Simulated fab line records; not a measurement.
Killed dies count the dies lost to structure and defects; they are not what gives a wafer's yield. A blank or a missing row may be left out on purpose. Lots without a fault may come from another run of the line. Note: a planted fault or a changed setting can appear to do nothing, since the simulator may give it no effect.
Chamber matching + flow sfq-line + 4 sister chambers for SFQ_TRILAYER_I1_CMP_CMP_046 on cmp-01
The step polishes SiO2. 20 wafers are shown with their chamber, then 10 later ones without.

== WAFERS PAIRED WITH THEIR CHAMBERS ==
| wafer  | chamber | motor-current-A (A) | time-to-endpoint-s (s) |
|--------|---------|---------------------|------------------------|
| L395.3 | 3       | 8.8                 | 214                    |
| L395.2 | 2       | 11.4                | 213                    |
| L395.6 | 0       | 10.8                | 221                    |
| L396.1 | 2       | 11.4                | 209                    |
| L396.3 | 3       | 8.4                 | 211                    |
| L396.4 | 0       | 10.8                | 215                    |
| L397.2 | 1       | 10.7                | 219                    |
| L397.3 | 3       | 8.8                 | 213                    |
| L397.6 | 0       | 11.4                | 220                    |
| L401.1 | 0       | 10.4                | 219                    |
| L401.4 | 3       | 8.7                 | 225                    |
| L401.3 | 2       | 10.8                | 221                    |
| L407.2 | 2       | 11.2                | 217                    |
| L407.3 | 3       | 8.8                 | 219                    |
| L407.4 | 1       | 11.2                | 231                    |
| L410.3 | 0       | 11.4                | 221                    |
| L410.2 | 2       | 11.1                | 226                    |
| L410.5 | 0       | 10.9                | 235                    |
| L411.3 | 0       | 11.3                | 211                    |
| L411.4 | 2       | 11.8                | 216                    |

SIGNATURES, as means of the wafers listed above
| reading            | chamber 0 | chamber 1 | chamber 2 | chamber 3 | scatter within a chamber |
|--------------------|-----------|-----------|-----------|-----------|--------------------------|
| motor-current-A    | 11.000    | 10.950    | 11.283    | 8.700     | 0.323                    |
| time-to-endpoint-s | 220.29    | 225.00    | 217.00    | 216.40    | 6.66                     |
Rule: for each reading, subtract the chamber's mean from the wafer's reading, divide by that reading's scatter and square the result; add these up over the readings and take the root, which gives the wafer's distance from the chamber. If the next closest chamber is less than 2 further off than the closest, the wafer can't be placed; otherwise it belongs to the closest. The scatter is the square root of a quotient: the sum, over the shown wafers, of each reading's squared deviation from its chamber's mean, divided by wafers minus chambers.

== WAFERS MISSING THEIR CHAMBER ==
| wafer  | motor-current-A (A) | time-to-endpoint-s (s) |
|--------|---------------------|------------------------|
| L411.5 | 8.8                 | 229                    |
| L413.2 | 11.0                | 216                    |
| L413.3 | 9.0                 | 216                    |
| L413.4 | 11.2                | 229                    |
| L415.2 | 8.6                 | 219                    |
| L415.4 | 10.9                | 218                    |
| L415.5 | 11.2                | 216                    |
| L417.3 | 10.9                | 209                    |
| L417.1 | 8.7                 | 215                    |
| L417.6 | 10.9                | 223                    |

== EACH ONE'S CHAMBER ==
| wafer  | from the rows above          | in truth |
|--------|------------------------------|----------|
| L411.5 | 3                            | 3        |
| L413.2 | can't be placed: 0 or 2 or 1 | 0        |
| L413.3 | 3                            | 3        |
| L413.4 | can't be placed: 1 or 0 or 2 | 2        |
| L415.2 | 3                            | 3        |
| L415.4 | can't be placed: 0 or 1 or 2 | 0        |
| L415.5 | can't be placed: 2 or 0 or 1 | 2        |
| L417.3 | can't be placed: 2 or 0 or 1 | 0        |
| L417.1 | 3                            | 3        |
| L417.6 | can't be placed: 1 or 0 or 2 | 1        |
Correct placement for 4 of the 10. Unplaceable from these rows: 6, with the true chamber sitting among the candidates in 6. Wrongly placed: 0.
